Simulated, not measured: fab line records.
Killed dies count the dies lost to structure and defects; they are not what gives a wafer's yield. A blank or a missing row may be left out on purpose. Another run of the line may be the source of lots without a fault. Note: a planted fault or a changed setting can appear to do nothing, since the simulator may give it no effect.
Problem report, 8D (eight disciplines) form, completed by code -- flow gf180mcu -- the parts of the form that need people (team, actions taken, sign-off) are left out

1. THE ISSUE
Wafers free of any fault read 10.94 nm (standard deviation 0.17) for DUAL_GATE_OXIDATION_00_THK at GF_DUAL_GATE_THK_MEAS_03, against a mean of 12.36 nm on 6 wafers of 2 lots. That is +8.4 standard deviations from the usual mean.
Seen first at day 11 04:25 on filmMetro-04, wafer L618.3. At this step, 39 wafers from 13 lots have a number in the record. Rule for "out" (also "out of limits"): further than 4 standard deviations from the usual mean. The other wafers with a number count as sound.

2. WHAT IT IS, AND WHAT IT ISN'T
question,is,is not
which readings at this step,DUAL_GATE_OXIDATION_00_THK,-
which lots,"L618, L619","L607, L608, L609, L610, L613, L614, L616, L626, L627, L628, L630"
which wafers of those lots,all that have a number,-
read on which gauges,"filmMetro-03, filmMetro-04",filmMetro-02
when,from day 11 04:25,"up to then (21 sound wafers); but 12 sound wafers of L626, L627, L628, L630 came after"

3. WHAT RULES OUT EACH SUSPECT
Counting: a tool at a process step up to the reading stays a suspect if it ran every lot that is out and no sound lot after the first of them.
- ruled out: the gauge at GF_DUAL_GATE_THK_MEAS_03. The wafers that are out were read on 2 gauges (filmMetro-03, filmMetro-04).
- furnace-02 at GF_DUAL_GATE_OXIDATION_02 (stabilise 600 s, purge 300 s, target thk 10.887 nm): ruled out as a lasting fault. The sound lots L630 went through it after L618, its earliest lot that is out (day 11 02:57).
Left after counting: nothing in the record.

4. THE CAUSE (what the simulator had put in)
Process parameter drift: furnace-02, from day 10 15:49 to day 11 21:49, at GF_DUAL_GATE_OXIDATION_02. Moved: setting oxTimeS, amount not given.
It was ruled out by counting, in error; the rule expects a fault to strike all lots run on its tool from its start on, and this fault did not.

5. SEQUENCE OF EFFECTS, ordered by route
One row per reading whose mean, taken over the struck wafers that have a number, lies over 3 standard deviations from the usual. Only readings for which the record gives a usual standard deviation are gone through. hours: the time from each lot's start at the first step in this table that gives one to its start at this step, as a median over the lots. sigmas: the change in usual standard deviations.
hours,step,reading,usual,on struck wafers,change,sigmas
0,GF_DUAL_GATE_THK_MEAS_03,DUAL_GATE_OXIDATION_00_THK,10.94 nm,12.36,+1.42,+8.4
At these later measuring or inspecting steps, every struck wafer for which the step has a row has a number for every such reading, and none has moved that far: GF_CONTACT_OVL_MEAS_15.

6. WHAT WOULD HAVE CAUGHT IT SOONER
13 hours passed between the start of the fault at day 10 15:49 and the first reading out of limits at a measuring or inspecting step in this record, taken at day 11 04:25.
Tool readings at GF_DUAL_GATE_OXIDATION_02 with a usual standard deviation given in the record: none out on any struck wafer, hence no alarm at a limit of 4 standard deviations on them.
